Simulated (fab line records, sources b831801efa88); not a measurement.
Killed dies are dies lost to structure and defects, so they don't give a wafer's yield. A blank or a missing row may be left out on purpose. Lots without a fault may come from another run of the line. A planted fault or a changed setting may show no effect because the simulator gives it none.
Which tool did it? | flow gf180mcu | 14 lots, 42 wafers sampled, at 5 steps of a route of 602

WHAT THE GAUGES READ, wafer by wafer
GF_PSD_RS_MEAS_14: measures by four-point-probe.
lot  | measured     | on            | NSD_RS (ohm/sq)
L584 | day 14 06:47 | film_metro-03 | 46.09 46.07 46.23
L585 | day 14 16:52 | film_metro-04 | 46.17 46.11 46.11
L586 | day 14 21:49 | film_metro-03 | 46.07 46.14 46.15
L587 | day 15 07:37 | film_metro-02 | 46.24 46.16 46.17
L588 | day 15 17:54 | film_metro-03 | 46.34 46.18 46.26
L589 | day 15 21:22 | film_metro-03 | 46.09 46.11 46.00
L591 | day 16 21:58 | film_metro-02 | 46.28 46.30 46.23
L592 | day 17 04:31 | film_metro-02 | 46.19 46.32 46.22
L593 | day 17 08:14 | film_metro-04 | 46.01 46.09 46.11
L594 | day 17 23:26 | film_metro-03 | 45.94 46.04 45.87
L595 | day 18 05:10 | film_metro-02 | 46.05 46.28 46.19
L605 | day 21 16:52 | film_metro-04 | 46.71 46.58 46.71
L606 | day 21 21:01 | film_metro-02 | 46.88 47.05 46.89
L607 | day 22 07:40 | film_metro-02 | 46.14 46.15 46.37

GF_M1_OVL_MEAS_15.
lot  | measured     | on         | M1_OVL (nm)
L584 | day 17 04:54 | overlay-01 | 3 2 -1
L585 | day 17 16:29 | overlay-02 | -9 -13 -5
L586 | day 17 21:29 | overlay-02 | -9 1 -7
L587 | day 18 07:53 | overlay-01 | 3 -6 4
L588 | day 18 19:19 | overlay-01 | 3 0 4
L589 | day 19 00:29 | overlay-01 | -12 -13 -8
L591 | day 20 01:32 | overlay-02 | 1 1 3
L592 | day 20 07:08 | overlay-01 | 4 -1 6
L593 | day 20 11:52 | overlay-01 | -1 -4 0
L594 | day 21 03:20 | overlay-01 | -5 1 -2
L595 | day 21 09:05 | overlay-02 | -1 -3 0
L605 | day 24 16:03 | overlay-02 | -1 4 -2
L606 | day 24 19:41 | overlay-02 | 11 -3 11
L607 | day 25 06:11 | overlay-02 | 4 -4 4

GF_V1_BOW_MEAS_05.
lot  | measured     | on            | V1_BOW (um)
L584 | day 17 06:15 | film_metro-04 | 78 83 87
L585 | day 17 17:45 | film_metro-01 | 77 68 67
L586 | day 17 22:49 | film_metro-02 | 86 77 83
L587 | day 18 09:11 | film_metro-04 | 79 77 82
L588 | day 18 20:35 | film_metro-02 | 86 97 83
L589 | day 19 01:46 | film_metro-02 | 79 79 81
L591 | day 20 02:49 | film_metro-02 | 91 95 89
L592 | day 20 08:34 | film_metro-01 | 83 86 85
L593 | day 20 13:10 | film_metro-01 | 78 88 80
L594 | day 21 04:56 | film_metro-02 | 77 74 84
L595 | day 21 10:23 | film_metro-02 | 79 85 82
L605 | day 24 17:19 | film_metro-02 | 81 80 88
L606 | day 24 20:58 | film_metro-02 | 66 85 75
L607 | day 25 07:27 | film_metro-01 | 83 75 81

WHICH TOOL RAN EACH LOT (tool, then ch and the chambers of the sampled wafers, then the start)
lot  | GF_NSD_IMPLANT_10               | GF_M1_SPUTTER_01
L584 | implanter-03 ch 0, day 13 09:23 | pvd_sputter-01, day 16 05:59
L585 | implanter-04 ch 0, day 13 19:01 | pvd_sputter-02, day 16 17:31
L586 | implanter-03 ch 0, day 14 00:17 | pvd_sputter-01, day 16 21:29
L587 | implanter-03 ch 0, day 14 09:17 | pvd_sputter-01, day 17 08:13
L588 | implanter-02 ch 0, day 14 18:44 | pvd_sputter-03, day 17 19:11
L589 | implanter-03 ch 0, day 14 22:31 | pvd_sputter-02, day 17 23:35
L591 | implanter-02 ch 0, day 15 22:19 | pvd_sputter-03, day 19 01:16
L592 | implanter-04 ch 0, day 16 05:01 | pvd_sputter-01, day 19 07:05
L593 | implanter-04 ch 0, day 16 08:26 | pvd_sputter-01, day 19 11:25
L594 | implanter-02 ch 0, day 16 23:28 | pvd_sputter-03, day 20 02:37
L595 | implanter-03 ch 0, day 17 05:23 | pvd_sputter-01, day 20 08:19
L605 | implanter-02 ch 0, day 20 16:32 | pvd_sputter-02, day 23 18:08
L606 | implanter-02 ch 0, day 20 21:04 | pvd_sputter-01, day 23 21:23
L607 | implanter-03 ch 0, day 21 07:15 | pvd_sputter-02, day 24 07:40
- GF_NSD_IMPLANT_10
- GF_M1_SPUTTER_01: material TiN, target thk 30 nm, time 25 s.

WHAT THE TOOLS THEMSELVES READ (means of the sampled wafers that have a number; where no wafer has one, the mark that the record gives instead)
GF_NSD_IMPLANT_10.
lot  | tool         | end_station_pressure_torr (Torr)
L584 | implanter-03 | 7.5e-06
L585 | implanter-04 | 7.2e-06
L586 | implanter-03 | 7.4e-06
L587 | implanter-03 | 7.3e-06
L588 | implanter-02 | 7.5e-06
L589 | implanter-03 | 7.3e-06
L591 | implanter-02 | 7.4e-06
L592 | implanter-04 | 7.5e-06
L593 | implanter-04 | 7.2e-06
L594 | implanter-02 | 7.4e-06
L595 | implanter-03 | 7.4e-06
L605 | implanter-02 | 6.9e-06
L606 | implanter-02 | 6.8e-06
L607 | implanter-03 | 7.3e-06

GF_M1_SPUTTER_01.
lot  | tool           | throttle_valve_pct (%)
L584 | pvd_sputter-01 | 30.0
L585 | pvd_sputter-02 | 30.8
L586 | pvd_sputter-01 | 30.0
L587 | pvd_sputter-01 | 29.7
L588 | pvd_sputter-03 | 29.6
L589 | pvd_sputter-02 | 30.2
L591 | pvd_sputter-03 | 29.5
L592 | pvd_sputter-01 | 30.8
L593 | pvd_sputter-01 | 30.2
L594 | pvd_sputter-03 | 28.9
L595 | pvd_sputter-01 | 29.5
L605 | pvd_sputter-02 | 29.6
L606 | pvd_sputter-01 | 30.1
L607 | pvd_sputter-02 | 29.9

THE ANSWER, worked out from the rows above alone
Rule: what is usual is taken from the lots themselves. Put in order of their means at a reading, lots are off if they are a third of the lots or fewer, leave a main group of 4 or more, and stand apart from it by a gap of 3 or more times the standard deviation of the main group's means; of several such gaps the widest counts. A main group whose means are all the same, to the digits that the tables above print for the reading, isn't used. A lot without any number at a reading at which 4 lots or more have one is off too. The other lots that the step has rows for count as sound. The gauges are gone through in route order, then the tools' own readings, and for those a lot's mean is taken as printed above. The first step at which some lot is off is used, and at that step the reading that is off furthest; a lot without a number counts as furthest.
Off: L605, L606, at GF_PSD_RS_MEAS_14 (NSD_RS). The main group: mean 46.15 ohm/sq, standard deviation 0.09.
A tool fits if, at a process step before that reading, it ran every lot that is off, and no sound lot after the first of them. The gauges at GF_PSD_RS_MEAS_14 are tried like those tools. One fits: implanter-02 at GF_NSD_IMPLANT_10. Its last sound lot is L594 (day 16 23:28), its first lot that is off L605 (day 20 16:32): a fault that began between those two fits.
The tool's own readings at GF_NSD_IMPLANT_10 bear it out: on the lots that are off they differ by more than 5 times the standard deviation of the sound lots' means. end_station_pressure_torr reads 6.9e-06 Torr there against 7.4e-06 Torr on the sound lots.

WHAT THE SIMULATOR HAD PUT IN
Process parameter drift: implanter-02, from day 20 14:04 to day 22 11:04, at GF_NSD_IMPLANT_10. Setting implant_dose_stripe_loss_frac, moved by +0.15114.
Lots struck among those shown: L605, L606. The rule above found the same.
